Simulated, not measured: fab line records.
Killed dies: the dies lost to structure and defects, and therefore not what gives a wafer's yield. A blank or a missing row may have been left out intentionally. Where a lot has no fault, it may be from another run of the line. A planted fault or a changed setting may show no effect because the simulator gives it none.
Which tool was responsible? -- flow sky130 -- 33 wafers from 11 lots sampled at 4 of the route's 708 steps

## WHAT THE GAUGES READ, wafer by wafer
SKY_PASSIVATION_THK_MEAS_01. Usual: PASSIVATION_CVD_00_THK typically reads 90.3 nm, with standard deviation 1.1.
lot,measured,on,PASSIVATION_CVD_00_THK (nm),flag
L969,day 43 07:13,film-metro-01,88.9 89.3 90.9,
L970,day 43 10:52,film-metro-02,90.9 91.3 90.8,
L971,day 44 09:22,film-metro-03,88.1 90.2 88.9,
L972,day 44 20:13,film-metro-03,92.1 90.9 92.4,
L974,day 46 00:50,film-metro-02,88.2 89.9 90.7,
L975,day 46 06:27,film-metro-01,90.2 91.3 92.1,
L976,day 46 16:53,film-metro-01,89.8 90.3 92.3,
L978,day 46 17:31,film-metro-01,89.7 89.7 91.2,
L985,day 48 07:49,film-metro-03,89.2 88.9 90.7,
L986,day 48 19:39,film-metro-01,89.6 89.3 91.9,
L992,day 49 14:40,film-metro-02,88.7 89.6 89.8,

## EACH LOT AND THE TOOL THAT RAN IT (in order: tool; ch and the chambers of the sampled wafers; start)
lot,SKY_METAL1_METAL_ETCH_19,SKY_METAL5_SPUTTER_01,SKY_METAL5_DESCUM_14
L969,"rie-metal-02 ch 0,1, day 32 07:44","pvd-sputter-02, day 42 08:48","rie-metal-01 ch 0,1, day 43 06:12"
L970,"rie-metal-04 ch 0,1, day 32 09:59","pvd-sputter-03, day 42 12:25","rie-metal-02 ch 0,1, day 43 09:58"
L971,"rie-metal-03 ch 0,1, day 33 11:19","pvd-sputter-01, day 43 10:25","rie-metal-02 ch 0,1, day 44 08:28"
L972,"rie-metal-04 ch 0,1, day 34 01:35","pvd-sputter-02, day 43 22:01","rie-metal-03 ch 0,1, day 44 19:15"
L974,"rie-metal-04 ch 0,1, day 35 11:32","pvd-sputter-03, day 45 04:09","rie-metal-01 ch 0,1, day 45 23:57"
L975,"rie-metal-03 ch 0,1, day 35 19:57","pvd-sputter-03, day 45 08:45","rie-metal-03 ch 1, day 46 05:18"
L976,"rie-metal-03 ch 0,1, day 36 04:55","pvd-sputter-03, day 45 20:31","rie-metal-02 ch 0,1, day 46 15:57"
L978,"rie-metal-04 ch 0,1, day 36 05:59","pvd-sputter-01, day 45 20:31","rie-metal-03 ch 0,1, day 46 16:36"
L985,"rie-metal-03 ch 0,1, day 38 08:40","pvd-sputter-02, day 47 11:40","rie-metal-01 ch 0,1, day 48 06:54"
L986,"rie-metal-03 ch 0,1, day 38 23:12","pvd-sputter-02, day 47 22:57","rie-metal-03 ch 0,1, day 48 18:22"
L992,"rie-metal-04 ch 0, day 40 00:17","pvd-sputter-01, day 48 19:55","rie-metal-02 ch 0,1, day 49 13:45"
- SKY_METAL1_METAL_ETCH_19: etches the open film in Cl2/BCl3, stops on SiO2, target depth 360 nm, time 78 s.
- SKY_METAL5_SPUTTER_01: material TiN, target thk 20 nm, time 16.7 s.
- SKY_METAL5_DESCUM_14: chemistry O2, time 11 s.

## AS READ BY THE TOOLS THEMSELVES (means over the sampled wafers that have a number; for cases with no such wafer, the mark the record gives instead)
SKY_METAL1_METAL_ETCH_19. Usual: drypump-motor-current-A 5.9 A, standard deviation 0.48; oes-product-au 0.854 a.u., standard deviation 0.0063; rf-fwd-power-W 893 W, standard deviation 3.4; throttle-valve-pct 22.265 %, standard deviation 0.0089.
lot,tool,drypump-motor-current-A (A),oes-product-au (a.u.),rf-fwd-power-W (W),throttle-valve-pct (%),flag
L969,rie-metal-02,5.7,0.848,894,22.266,
L970,rie-metal-04,5.5,0.860,891,22.264,
L971,rie-metal-03,6.3,0.855,892,22.266,
L972,rie-metal-04,5.5,0.848,893,22.258,
L974,rie-metal-04,5.5,0.856,892,22.261,
L975,rie-metal-03,6.3,0.854,895,22.272,
L976,rie-metal-03,6.2,0.851,893,22.264,
L978,rie-metal-04,5.5,0.853,893,22.251,
L985,rie-metal-03,6.2,0.859,895,22.267,
L986,rie-metal-03,6.3,0.857,893,22.264,
L992,rie-metal-04,5.0,0.849,893,22.264,

SKY_METAL5_SPUTTER_01. Usual: cathode-dc-power-W 6500.1 W, standard deviation 1.1; throttle-valve-pct 29.7 %, standard deviation 0.81.
lot,tool,cathode-dc-power-W (W),throttle-valve-pct (%),flag
L969,pvd-sputter-02,6499.6,29.8,
L970,pvd-sputter-03,6499.8,30.1,
L971,pvd-sputter-01,6501.0,30.1,
L972,pvd-sputter-02,6500.6,29.8,
L974,pvd-sputter-03,6499.3,30.2,
L975,pvd-sputter-03,6500.8,29.4,
L976,pvd-sputter-03,6501.2,29.9,
L978,pvd-sputter-01,6501.2,29.1,
L985,pvd-sputter-02,6501.0,29.4,
L986,pvd-sputter-02,6499.7,29.9,
L992,pvd-sputter-01,6499.8,30.1,

SKY_METAL5_DESCUM_14. Usual: drypump-motor-current-A 5.9 A, standard deviation 0.48; oes-product-au 1.002 a.u., standard deviation 0.009; rf-fwd-power-W 147.0 W, standard deviation 0.77.
lot,tool,drypump-motor-current-A (A),oes-product-au (a.u.),rf-fwd-power-W (W),flag
L969,rie-metal-01,5.2,0.990,148.5,
L970,rie-metal-02,5.7,1.006,146.5,
L971,rie-metal-02,6.0,1.002,147.0,
L972,rie-metal-03,6.3,1.000,146.9,
L974,rie-metal-01,5.5,1.010,147.3,
L975,rie-metal-03,6.0,1.000,147.6,
L976,rie-metal-02,5.7,1.014,146.6,
L978,rie-metal-03,6.2,0.996,146.7,
L985,rie-metal-01,5.5,1.000,148.0,
L986,rie-metal-03,6.2,0.993,147.1,
L992,rie-metal-02,5.7,1.006,146.8,

## THE ANSWER, worked out from the rows above alone
Rule: lot off if the mean of its wafers having a number is beyond 3 standard deviations from the usual mean. A lot without any number at a reading at which 4 lots or more have one is off too. The other lots that the step has rows for count as sound. First the gauges in route order, then the tools' own readings, where a lot's mean is used as printed above. The first step at which some lot is off is used, and at that step the reading that is off furthest; a lot without a number counts as furthest.
None of the lots is off at any reading shown; this tells nothing.

## WHAT WAS PUT IN BY THE SIMULATOR
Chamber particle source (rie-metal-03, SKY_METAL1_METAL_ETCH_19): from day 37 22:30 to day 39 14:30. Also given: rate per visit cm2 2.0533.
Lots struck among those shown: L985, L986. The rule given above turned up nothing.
